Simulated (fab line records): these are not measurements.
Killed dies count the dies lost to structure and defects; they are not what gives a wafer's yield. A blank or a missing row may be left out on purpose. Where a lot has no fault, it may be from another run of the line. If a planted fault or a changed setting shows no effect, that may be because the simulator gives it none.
Which of the tools did it? || flow sky130 || Sampling: 14 lots, 42 wafers, 2 of 708 route steps

WHAT EACH GAUGE READ, for each wafer
No reading from a measuring or inspecting step in the record can be judged against a usual standard deviation.

WHAT TOOL EACH LOT RAN ON (gives the tool, then ch and the chambers of the sampled wafers, and finally the start)
{"lot": "L399", "SKY_POLY_GATE_ETCH_16": "rie_diel-03 ch 1,2,3, day 17 07:42", "SKY_POLY_GATE_STRIP_18": "plasma_asher-03 ch 0,1, day 17 07:51"}
{"lot": "L400", "SKY_POLY_GATE_ETCH_16": "rie_diel-02 ch 0,3, day 17 18:28", "SKY_POLY_GATE_STRIP_18": "plasma_asher-03 ch 0,1, day 17 18:37"}
{"lot": "L401", "SKY_POLY_GATE_ETCH_16": "rie_diel-01 ch 0,1,3, day 18 10:01", "SKY_POLY_GATE_STRIP_18": "plasma_asher-01 ch 0,1, day 18 10:10"}
{"lot": "L403", "SKY_POLY_GATE_ETCH_16": "rie_diel-03 ch 0,3, day 18 19:06", "SKY_POLY_GATE_STRIP_18": "plasma_asher-03 ch 0,1, day 18 19:15"}
{"lot": "L405", "SKY_POLY_GATE_ETCH_16": "rie_diel-01 ch 1,2, day 19 06:40", "SKY_POLY_GATE_STRIP_18": "plasma_asher-01 ch 0,1, day 19 06:49"}
{"lot": "L406", "SKY_POLY_GATE_ETCH_16": "rie_diel-01 ch 0,1,3, day 19 20:33", "SKY_POLY_GATE_STRIP_18": "plasma_asher-03 ch 0,1, day 19 20:42"}
{"lot": "L407", "SKY_POLY_GATE_ETCH_16": "rie_diel-01 ch 0,1, day 20 10:52", "SKY_POLY_GATE_STRIP_18": "plasma_asher-03 ch 0,1, day 20 11:01"}
{"lot": "L408", "SKY_POLY_GATE_ETCH_16": "rie_diel-01 ch 1,2,3, day 20 17:30", "SKY_POLY_GATE_STRIP_18": "plasma_asher-01 ch 0,1, day 20 17:40"}
{"lot": "L409", "SKY_POLY_GATE_ETCH_16": "rie_diel-03 ch 0,1,2, day 20 21:39", "SKY_POLY_GATE_STRIP_18": "plasma_asher-02 ch 0,1, day 20 21:48"}
{"lot": "L417", "SKY_POLY_GATE_ETCH_16": "rie_diel-01 ch 0,1,3, day 23 18:07", "SKY_POLY_GATE_STRIP_18": "plasma_asher-01 ch 0,1, day 23 18:16"}
{"lot": "L419", "SKY_POLY_GATE_ETCH_16": "rie_diel-03 ch 0,1,2, day 24 11:24", "SKY_POLY_GATE_STRIP_18": "plasma_asher-01 ch 0,1, day 24 11:34"}
{"lot": "L418", "SKY_POLY_GATE_ETCH_16": "rie_diel-02 ch 0,1,3, day 24 17:19", "SKY_POLY_GATE_STRIP_18": "plasma_asher-01 ch 0,1, day 24 17:28"}
{"lot": "L420", "SKY_POLY_GATE_ETCH_16": "rie_diel-01 ch 0,3, day 24 18:14", "SKY_POLY_GATE_STRIP_18": "plasma_asher-01 ch 0,1, day 24 18:24"}
{"lot": "L421", "SKY_POLY_GATE_ETCH_16": "rie_diel-03 ch 0,2,3, day 25 05:32", "SKY_POLY_GATE_STRIP_18": "plasma_asher-02 ch 0, day 25 05:42"}
- SKY_POLY_GATE_ETCH_16: etches Si3N4 in CH3F/O2, stops on poly-Si, time 147.5 s, target depth 75 nm.
- SKY_POLY_GATE_STRIP_18: strips in O2/N2.

AS READ BY THE TOOLS THEMSELVES (means over the sampled wafers that have a number; for cases with no such wafer, the mark the record gives instead)
SKY_POLY_GATE_ETCH_16.
{"lot": "L399", "tool": "rie_diel-03", "drypump_motor_current_A (A)": 6.1, "oes_product_au (a.u.)": 0.644, "rf_fwd_power_W (W)": 399.8, "throttle_valve_pct (%)": 10.544}
{"lot": "L400", "tool": "rie_diel-02", "drypump_motor_current_A (A)": 5.8, "oes_product_au (a.u.)": 0.638, "rf_fwd_power_W (W)": 397.3, "throttle_valve_pct (%)": 10.534}
{"lot": "L401", "tool": "rie_diel-01", "drypump_motor_current_A (A)": 5.8, "oes_product_au (a.u.)": 0.635, "rf_fwd_power_W (W)": 398.4, "throttle_valve_pct (%)": 10.536}
{"lot": "L403", "tool": "rie_diel-03", "drypump_motor_current_A (A)": 5.2, "oes_product_au (a.u.)": 0.638, "rf_fwd_power_W (W)": 397.8, "throttle_valve_pct (%)": 10.530}
{"lot": "L405", "tool": "rie_diel-01", "drypump_motor_current_A (A)": 5.7, "oes_product_au (a.u.)": 0.639, "rf_fwd_power_W (W)": 398.5, "throttle_valve_pct (%)": 10.532}
{"lot": "L406", "tool": "rie_diel-01", "drypump_motor_current_A (A)": 5.8, "oes_product_au (a.u.)": 0.640, "rf_fwd_power_W (W)": 398.2, "throttle_valve_pct (%)": 10.531}
{"lot": "L407", "tool": "rie_diel-01", "drypump_motor_current_A (A)": 5.9, "oes_product_au (a.u.)": 0.639, "rf_fwd_power_W (W)": 441.7, "throttle_valve_pct (%)": 10.532}
{"lot": "L408", "tool": "rie_diel-01", "drypump_motor_current_A (A)": 5.6, "oes_product_au (a.u.)": 0.638, "rf_fwd_power_W (W)": 420.4, "throttle_valve_pct (%)": 10.533}
{"lot": "L409", "tool": "rie_diel-03", "drypump_motor_current_A (A)": 6.1, "oes_product_au (a.u.)": 0.640, "rf_fwd_power_W (W)": 398.1, "throttle_valve_pct (%)": 10.541}
{"lot": "L417", "tool": "rie_diel-01", "drypump_motor_current_A (A)": 5.8, "oes_product_au (a.u.)": 0.647, "rf_fwd_power_W (W)": 397.7, "throttle_valve_pct (%)": 10.537}
{"lot": "L419", "tool": "rie_diel-03", "drypump_motor_current_A (A)": 6.1, "oes_product_au (a.u.)": 0.644, "rf_fwd_power_W (W)": 397.7, "throttle_valve_pct (%)": 10.532}
{"lot": "L418", "tool": "rie_diel-02", "drypump_motor_current_A (A)": 5.7, "oes_product_au (a.u.)": 0.636, "rf_fwd_power_W (W)": 397.3, "throttle_valve_pct (%)": 10.528}
{"lot": "L420", "tool": "rie_diel-01", "drypump_motor_current_A (A)": 5.7, "oes_product_au (a.u.)": 0.638, "rf_fwd_power_W (W)": 398.3, "throttle_valve_pct (%)": 10.536}
{"lot": "L421", "tool": "rie_diel-03", "drypump_motor_current_A (A)": 5.7, "oes_product_au (a.u.)": 0.640, "rf_fwd_power_W (W)": 397.6, "throttle_valve_pct (%)": 10.537}

SKY_POLY_GATE_STRIP_18.
{"lot": "L399", "tool": "plasma_asher-03", "drypump_motor_current_A (A)": 5.8, "n2_flow_sccm (sccm)": 299.2, "oes_product_au (a.u.)": 0.364, "strip_time_to_endpoint_s (s)": 3.188}
{"lot": "L400", "tool": "plasma_asher-03", "drypump_motor_current_A (A)": 5.7, "n2_flow_sccm (sccm)": 298.9, "oes_product_au (a.u.)": 0.355, "strip_time_to_endpoint_s (s)": 3.143}
{"lot": "L401", "tool": "plasma_asher-01", "drypump_motor_current_A (A)": 5.7, "n2_flow_sccm (sccm)": 299.9, "oes_product_au (a.u.)": 0.360, "strip_time_to_endpoint_s (s)": 3.182}
{"lot": "L403", "tool": "plasma_asher-03", "drypump_motor_current_A (A)": 5.8, "n2_flow_sccm (sccm)": 300.0, "oes_product_au (a.u.)": 0.362, "strip_time_to_endpoint_s (s)": 3.207}
{"lot": "L405", "tool": "plasma_asher-01", "drypump_motor_current_A (A)": 5.9, "n2_flow_sccm (sccm)": 299.9, "oes_product_au (a.u.)": 0.364, "strip_time_to_endpoint_s (s)": 3.171}
{"lot": "L406", "tool": "plasma_asher-03", "drypump_motor_current_A (A)": 5.8, "n2_flow_sccm (sccm)": 300.0, "oes_product_au (a.u.)": 0.364, "strip_time_to_endpoint_s (s)": 3.210}
{"lot": "L407", "tool": "plasma_asher-03", "drypump_motor_current_A (A)": 5.7, "n2_flow_sccm (sccm)": 299.6, "oes_product_au (a.u.)": 0.360, "strip_time_to_endpoint_s (s)": 3.134}
{"lot": "L408", "tool": "plasma_asher-01", "drypump_motor_current_A (A)": 5.9, "n2_flow_sccm (sccm)": 300.6, "oes_product_au (a.u.)": 0.359, "strip_time_to_endpoint_s (s)": 3.114}
{"lot": "L409", "tool": "plasma_asher-02", "drypump_motor_current_A (A)": 5.6, "n2_flow_sccm (sccm)": 300.5, "oes_product_au (a.u.)": 0.362, "strip_time_to_endpoint_s (s)": 3.232}
{"lot": "L417", "tool": "plasma_asher-01", "drypump_motor_current_A (A)": 5.9, "n2_flow_sccm (sccm)": 300.5, "oes_product_au (a.u.)": 0.355, "strip_time_to_endpoint_s (s)": 3.173}
{"lot": "L419", "tool": "plasma_asher-01", "drypump_motor_current_A (A)": 5.9, "n2_flow_sccm (sccm)": 299.8, "oes_product_au (a.u.)": 0.365, "strip_time_to_endpoint_s (s)": 3.169}
{"lot": "L418", "tool": "plasma_asher-01", "drypump_motor_current_A (A)": 5.7, "n2_flow_sccm (sccm)": 300.5, "oes_product_au (a.u.)": 0.361, "strip_time_to_endpoint_s (s)": 3.136}
{"lot": "L420", "tool": "plasma_asher-01", "drypump_motor_current_A (A)": 5.9, "n2_flow_sccm (sccm)": 299.6, "oes_product_au (a.u.)": 0.355, "strip_time_to_endpoint_s (s)": 3.169}
{"lot": "L421", "tool": "plasma_asher-02", "drypump_motor_current_A (A)": 6.0, "n2_flow_sccm (sccm)": 299.3, "oes_product_au (a.u.)": 0.361, "strip_time_to_endpoint_s (s)": 3.175}

THE ANSWER, worked out from the rows above alone
Rule: usual is defined by the lots themselves. Put in order of their means at a reading, lots are off if they are a third of the lots or fewer, leave a main group of 4 or more, and stand apart from it by a gap of 3 or more times the standard deviation of the main group's means; of several such gaps the widest counts. If all means in a main group match to the digits the tables above print for the reading, that group is not used. A lot without any number at a reading at which 4 lots or more have one is off too. Where the step has rows for the other lots, those lots are counted as sound. First the gauges in route order, then the tools' own readings, where a lot's mean is used as printed above. The first step at which some lot is off is used, and at that step the reading that is off furthest; a lot without a number counts as furthest.
Off: L407, L408 (SKY_POLY_GATE_ETCH_16, rf_fwd_power_W). For the main group the mean is 398.1 W and the standard deviation 0.65.
A tool fits if, at that step or a process step before it, it ran every lot that is off, and no sound lot after the first of them. Not one of the candidates tried fits.

WHAT THE SIMULATOR HAD PUT IN
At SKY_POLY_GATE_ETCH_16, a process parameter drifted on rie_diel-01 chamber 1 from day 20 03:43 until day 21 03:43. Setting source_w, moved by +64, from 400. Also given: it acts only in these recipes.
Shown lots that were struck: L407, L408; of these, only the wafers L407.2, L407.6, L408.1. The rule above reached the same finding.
